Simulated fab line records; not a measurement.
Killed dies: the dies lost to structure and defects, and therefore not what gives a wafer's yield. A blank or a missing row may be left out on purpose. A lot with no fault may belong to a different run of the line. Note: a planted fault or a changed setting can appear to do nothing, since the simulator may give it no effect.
Chamber matching :: flow gf180mcu :: pecvd-02 running GF_V4_CVD_02: 3 sister chambers
The step deposits SiO2 from TEOS, target thk 850 nm, time 94.851 s. 18 wafers are shown with their chamber, then 9 later ones without.

## WAFERS, EACH WITH ITS CHAMBER
wafer: L074.2
chamber: 0
heaterPowerW (W): 693
susceptorTempC (C): 400.01

wafer: L074.5
chamber: 2
heaterPowerW (W): 675
susceptorTempC (C): 399.88

wafer: L074.6
chamber: 1
heaterPowerW (W): 639
susceptorTempC (C): 400.16

wafer: L076.2
chamber: 0
heaterPowerW (W): 794
susceptorTempC (C): 400.37

wafer: L076.5
chamber: 1
heaterPowerW (W): 600
susceptorTempC (C): 399.88

wafer: L076.6
chamber: 0
heaterPowerW (W): 634
susceptorTempC (C): 399.96

wafer: L077.1
chamber: 0
heaterPowerW (W): 688
susceptorTempC (C): 400.08

wafer: L077.2
chamber: 2
heaterPowerW (W): 623
susceptorTempC (C): 399.83

wafer: L077.6
chamber: 2
heaterPowerW (W): 667
susceptorTempC (C): 400.06

wafer: L078.1
chamber: 0
heaterPowerW (W): 751
susceptorTempC (C): 400.01

wafer: L078.2
chamber: 2
heaterPowerW (W): 602
susceptorTempC (C): 399.98

wafer: L078.3
chamber: 1
heaterPowerW (W): 529
susceptorTempC (C): 400.32

wafer: L080.1
chamber: 1
heaterPowerW (W): 658
susceptorTempC (C): 400.05

wafer: L080.3
chamber: 0
heaterPowerW (W): 731
susceptorTempC (C): 399.82

wafer: L080.4
chamber: 1
heaterPowerW (W): 530
susceptorTempC (C): 400.30

wafer: L082.3
chamber: 1
heaterPowerW (W): 650
susceptorTempC (C): 399.90

wafer: L082.4
chamber: 1
heaterPowerW (W): 673
susceptorTempC (C): 399.70

wafer: L082.5
chamber: 0
heaterPowerW (W): 651
susceptorTempC (C): 399.98

SIGNATURES (means of the wafers above)
reading: heaterPowerW
chamber 0: 706.00
chamber 1: 611.29
chamber 2: 641.75
scatter within a chamber: 54.5

reading: susceptorTempC
chamber 0: 400.0329
chamber 1: 400.0443
chamber 2: 399.9375
scatter within a chamber: 0.187
Rule: distance of a wafer from a chamber = root of the sum over the readings of ((wafer's reading minus chamber's mean) / reading's scatter) squared. If the next closest chamber is less than 2 further off than the closest, the wafer can't be placed; otherwise it belongs to the closest. How the scatter is found: for the shown wafers, subtract from each reading the mean of its chamber, square and add these, divide the total by (wafers less chambers), then take the root.

## WAFERS MISSING THEIR CHAMBER
wafer: L089.3
heaterPowerW (W): 604
susceptorTempC (C): 400.12

wafer: L089.4
heaterPowerW (W): 784
susceptorTempC (C): 400.18

wafer: L089.5
heaterPowerW (W): 524
susceptorTempC (C): 400.07

wafer: L090.1
heaterPowerW (W): 619
susceptorTempC (C): 400.22

wafer: L090.3
heaterPowerW (W): 651
susceptorTempC (C): 400.48

wafer: L090.6
heaterPowerW (W): 663
susceptorTempC (C): 400.56

wafer: L091.1
heaterPowerW (W): 556
susceptorTempC (C): 399.86

wafer: L091.2
heaterPowerW (W): 604
susceptorTempC (C): 400.21

wafer: L091.5
heaterPowerW (W): 601
susceptorTempC (C): 399.76

## EACH ONE'S CHAMBER
wafer: L089.3
from the rows above: can't be placed: 1 or 2 or 0
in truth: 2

wafer: L089.4
from the rows above: can't be placed: 0 or 2 or 1
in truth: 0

wafer: L089.5
from the rows above: can't be placed: 1 or 2 or 0
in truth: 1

wafer: L090.1
from the rows above: can't be placed: 1 or 2 or 0
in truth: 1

wafer: L090.3
from the rows above: can't be placed: 1 or 0 or 2
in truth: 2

wafer: L090.6
from the rows above: can't be placed: 1 or 0 or 2
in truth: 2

wafer: L091.1
from the rows above: can't be placed: 1 or 2 or 0
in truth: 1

wafer: L091.2
from the rows above: can't be placed: 1 or 2 or 0
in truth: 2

wafer: L091.5
from the rows above: can't be placed: 2 or 1 or 0
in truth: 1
Correctly placed: 0 of 9. Not placeable from these rows: 9 (in 9, the candidates include the true chamber). Number placed wrongly: 0.
